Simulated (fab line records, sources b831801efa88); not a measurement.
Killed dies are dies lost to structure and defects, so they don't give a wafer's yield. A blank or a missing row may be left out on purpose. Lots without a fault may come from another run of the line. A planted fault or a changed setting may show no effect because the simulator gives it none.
Chamber matching | flow sky130 | SKY_VIA3_CMP_02 on cmp-01: 4 sister chambers
The step polishes SiO2. 8 wafers are shown with their chamber, then 7 later ones without.

WAFERS WITH THEIR CHAMBER
wafer  | chamber | motor_current_A (A) | slurry_flow_ml_min
L074.5 | 0       | 10.7                | 150.2
L080.1 | 2       | 11.7                | 149.3
L080.2 | 3       | 10.9                | 150.4
L085.2 | 3       | 11.3                | 150.1
L085.5 | 1       | 9.6                 | 149.6
L085.6 | 0       | 11.1                | 150.0
L093.4 | 1       | 10.5                | 150.0
L093.5 | 2       | 11.8                | 149.8

WAFERS WITHOUT THEIR CHAMBER
wafer  | motor_current_A (A) | slurry_flow_ml_min
L093.6 | 10.7                | 150.3
L092.2 | 10.8                | 149.6
L092.4 | 9.8                 | 150.7
L092.5 | 10.6                | 150.2
L097.4 | 10.7                | 150.4
L097.5 | 10.6                | 150.3
L097.6 | 9.7                 | 150.5

WHICH CHAMBER EACH WENT THROUGH
wafer  | from the rows above               | in truth
L093.6 | can't be placed: 0 or 3 or 1      | 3
L092.2 | can't be placed: 0 or 1 or 2 or 3 | 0
L092.4 | can't be placed: 1 or 0 or 3      | 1
L092.5 | can't be placed: 0 or 3 or 1      | 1
L097.4 | can't be placed: 3 or 0 or 1      | 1
L097.5 | can't be placed: 0 or 3 or 1      | 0
L097.6 | can't be placed: 1 or 0 or 3      | 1
Placed correctly: 0 of 7. Can't be placed from these rows: 7 (the true chamber is among the candidates in 7). Placed wrongly: 0.
How it was worked out, from the rows above alone: a wafer's distance from a chamber is the root of the sum, over the readings, of the square of ((its reading less the chamber's mean) divided by the reading's scatter). The wafer belongs to the nearest chamber; if the next one is less than 2 further off, it can't be placed. A chamber's mean is the mean of its shown wafers. The scatter: the root of (the sum of the squares of (reading less its chamber's mean) over the shown wafers, divided by (wafers less chambers)).
